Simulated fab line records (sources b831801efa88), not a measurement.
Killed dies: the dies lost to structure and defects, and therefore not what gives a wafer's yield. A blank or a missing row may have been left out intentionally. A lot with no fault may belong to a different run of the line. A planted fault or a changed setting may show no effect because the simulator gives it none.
Shared-tool check :: flow sky130 :: 11 lots and 39 wafers in the sample

WHY IT WAS OPENED
SKY_SD_N_RS_MEAS_16, reading SD_N_RS: flagged on 2 of 11 lots. Wafers without a fault read 68.52 ohm/sq, standard deviation 0.12.
Rule: a lot is flagged when every wafer of it that has a number lies more than 4 standard deviations from that mean, or none has a number. The rest of the lots are taken to be sound.

lot: L921
measured: day 27 23:39
on: filmMetro-03
SD_N_RS (ohm/sq), wafer by wafer: 68.33 68.50 68.51
flag: 

lot: L922
measured: day 28 19:07
on: filmMetro-04
SD_N_RS (ohm/sq), wafer by wafer: 68.40 68.46 68.56
flag: 

lot: L925
measured: day 29 06:06
on: filmMetro-04
SD_N_RS (ohm/sq), wafer by wafer: 68.55 68.62 68.69
flag: 

lot: L926
measured: day 29 23:09
on: filmMetro-04
SD_N_RS (ohm/sq), wafer by wafer: 68.62 68.66 68.57
flag: 

lot: L931
measured: day 31 13:53
on: filmMetro-01
SD_N_RS (ohm/sq), wafer by wafer: 68.42 68.47 68.51
flag: 

lot: L932
measured: day 31 18:53
on: filmMetro-04
SD_N_RS (ohm/sq), wafer by wafer: 68.54 68.68 68.52
flag: 

lot: L933
measured: day 32 06:43
on: filmMetro-03
SD_N_RS (ohm/sq), wafer by wafer: 72.45 72.27 72.55 72.62 72.65 72.62
flag: FLAGGED

lot: L935
measured: day 32 21:05
on: filmMetro-04
SD_N_RS (ohm/sq), wafer by wafer: 73.00 72.76 72.84 72.68 72.83 72.96
flag: FLAGGED

lot: L939
measured: day 34 14:25
on: filmMetro-01
SD_N_RS (ohm/sq), wafer by wafer: 68.43 68.36 68.40
flag: 

lot: L942
measured: day 34 19:32
on: filmMetro-01
SD_N_RS (ohm/sq), wafer by wafer: 68.54 68.52 68.44
flag: 

lot: L944
measured: day 35 09:34
on: filmMetro-01
SD_N_RS (ohm/sq), wafer by wafer: 68.60 68.49 68.38
flag: 
Average over the flagged lots: 72.69 ohm/sq; offset from the usual +4.17 ohm/sq, equal to +35 standard deviations.

EACH LOT AND THE TOOL IT RAN ON
Before the reading, the record contains 3 process steps out of a 708-step route. Every cell lists first the tool, next ch and the chambers used by the sampled wafers, and last the start.
lot: L921
flag: 
SKY_NWELL_RTA_28: rtpAnneal-01 ch 0, day 5 10:24
SKY_POLY_CUT_ETCH_10: rieDiel-02 ch 1,2, day 24 05:58
SKY_SD_N_RTA_14: rtpAnneal-01 ch 0, day 27 23:26

lot: L922
flag: 
SKY_NWELL_RTA_28: rtpAnneal-02 ch 0, day 5 22:31
SKY_POLY_CUT_ETCH_10: rieDiel-02 ch 1,3, day 25 04:01
SKY_SD_N_RTA_14: rtpAnneal-01 ch 0, day 28 18:56

lot: L925
flag: 
SKY_NWELL_RTA_28: rtpAnneal-01 ch 0, day 6 06:59
SKY_POLY_CUT_ETCH_10: rieDiel-03 ch 0,3, day 25 15:16
SKY_SD_N_RTA_14: rtpAnneal-01 ch 0, day 29 05:55

lot: L926
flag: 
SKY_NWELL_RTA_28: rtpAnneal-02 ch 0, day 6 19:38
SKY_POLY_CUT_ETCH_10: rieDiel-03 ch 0,1,2, day 26 07:52
SKY_SD_N_RTA_14: rtpAnneal-02 ch 0, day 29 22:58

lot: L931
flag: 
SKY_NWELL_RTA_28: rtpAnneal-02 ch 0, day 7 22:23
SKY_POLY_CUT_ETCH_10: rieDiel-04 ch 0,2, day 28 00:31
SKY_SD_N_RTA_14: rtpAnneal-01 ch 0, day 31 13:43

lot: L932
flag: 
SKY_NWELL_RTA_28: rtpAnneal-01 ch 0, day 8 04:14
SKY_POLY_CUT_ETCH_10: rieDiel-02 ch 0,1, day 28 07:01
SKY_SD_N_RTA_14: rtpAnneal-02 ch 0, day 31 18:43

lot: L933
flag: FLAGGED
SKY_NWELL_RTA_28: rtpAnneal-02 ch 0, day 8 09:01
SKY_POLY_CUT_ETCH_10: rieDiel-03 ch 0,1,3, day 28 16:55
SKY_SD_N_RTA_14: rtpAnneal-01 ch 0, day 32 06:33

lot: L935
flag: FLAGGED
SKY_NWELL_RTA_28: rtpAnneal-02 ch 0, day 9 00:25
SKY_POLY_CUT_ETCH_10: rieDiel-02 ch 0,2,3, day 29 08:49
SKY_SD_N_RTA_14: rtpAnneal-01 ch 0, day 32 20:55

lot: L939
flag: 
SKY_NWELL_RTA_28: rtpAnneal-01 ch 0, day 10 07:56
SKY_POLY_CUT_ETCH_10: rieDiel-04 ch 2,3, day 31 03:37
SKY_SD_N_RTA_14: rtpAnneal-02 ch 0, day 34 14:13

lot: L942
flag: 
SKY_NWELL_RTA_28: rtpAnneal-01 ch 0, day 10 13:04
SKY_POLY_CUT_ETCH_10: rieDiel-03 ch 0,1,3, day 31 09:20
SKY_SD_N_RTA_14: rtpAnneal-02 ch 0, day 34 19:19

lot: L944
flag: 
SKY_NWELL_RTA_28: rtpAnneal-02 ch 0, day 11 04:10
SKY_POLY_CUT_ETCH_10: rieDiel-04 ch 1,2,3, day 31 23:52
SKY_SD_N_RTA_14: rtpAnneal-02 ch 0, day 35 09:24
What these steps do:
- SKY_NWELL_RTA_28: time 30 s.
- SKY_POLY_CUT_ETCH_10: etches BARC in N2/H2, stops on SiO2, time 45.9 s, target depth 60 nm.
- SKY_SD_N_RTA_14: time 2 s.
- SKY_SD_N_RS_MEAS_16: measures by four-point-probe.

FLAGGED AGAINST TOTAL, ONE TOOL AT A TIME (gauges that did the reading follow at the end)
step: SKY_NWELL_RTA_28
tool: rtpAnneal-01
lots run: 5
flagged: 0
share of the flagged lots: none
sound lots run after its first flagged lot: -

step: SKY_NWELL_RTA_28
tool: rtpAnneal-02
lots run: 6
flagged: 2
share of the flagged lots: all
sound lots run after its first flagged lot: 1 (L944)

step: SKY_POLY_CUT_ETCH_10
tool: rieDiel-02
lots run: 4
flagged: 1
share of the flagged lots: some
sound lots run after its first flagged lot: 0

step: SKY_POLY_CUT_ETCH_10
tool: rieDiel-03
lots run: 4
flagged: 1
share of the flagged lots: some
sound lots run after its first flagged lot: 1 (L942)

step: SKY_POLY_CUT_ETCH_10
tool: rieDiel-04
lots run: 3
flagged: 0
share of the flagged lots: none
sound lots run after its first flagged lot: -

step: SKY_SD_N_RTA_14
tool: rtpAnneal-01
lots run: 6
flagged: 2
share of the flagged lots: all
sound lots run after its first flagged lot: 0

step: SKY_SD_N_RTA_14
tool: rtpAnneal-02
lots run: 5
flagged: 0
share of the flagged lots: none
sound lots run after its first flagged lot: -

step: SKY_SD_N_RS_MEAS_16
tool: filmMetro-01
lots run: 4
flagged: 0
share of the flagged lots: none
sound lots run after its first flagged lot: -

step: SKY_SD_N_RS_MEAS_16
tool: filmMetro-03
lots run: 2
flagged: 1
share of the flagged lots: some
sound lots run after its first flagged lot: 0

step: SKY_SD_N_RS_MEAS_16
tool: filmMetro-04
lots run: 5
flagged: 1
share of the flagged lots: some
sound lots run after its first flagged lot: 0

WHAT THE TABLE ALLOWS
2 rows of the table ran every flagged lot: rtpAnneal-02 at SKY_NWELL_RTA_28, rtpAnneal-01 at SKY_SD_N_RTA_14.
- rtpAnneal-02 at SKY_NWELL_RTA_28: 2 of its 6 lots flagged. Sound lots followed the first flagged one (L944) on it, something a lasting fault affecting the whole tool could not allow.
- rtpAnneal-01 at SKY_SD_N_RTA_14: 2 of its 6 lots flagged. Its last sound lot is L931 (day 31 13:43), its first flagged lot L933 (day 32 06:33): a fault that began between those two fits. Its own readings lie more than 4 standard deviations out on every wafer of the flagged lots: lampPowerPct.
Left over: one tool, rtpAnneal-01 at SKY_SD_N_RTA_14.

WHAT THE SIMULATOR HAD INSERTED
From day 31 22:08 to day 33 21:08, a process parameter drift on rtpAnneal-01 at SKY_SD_N_RTA_14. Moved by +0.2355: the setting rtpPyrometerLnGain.
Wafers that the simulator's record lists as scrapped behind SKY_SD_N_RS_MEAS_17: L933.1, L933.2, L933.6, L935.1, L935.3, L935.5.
Struck lots among those shown: L933, L935. The rule given above showed the same thing.
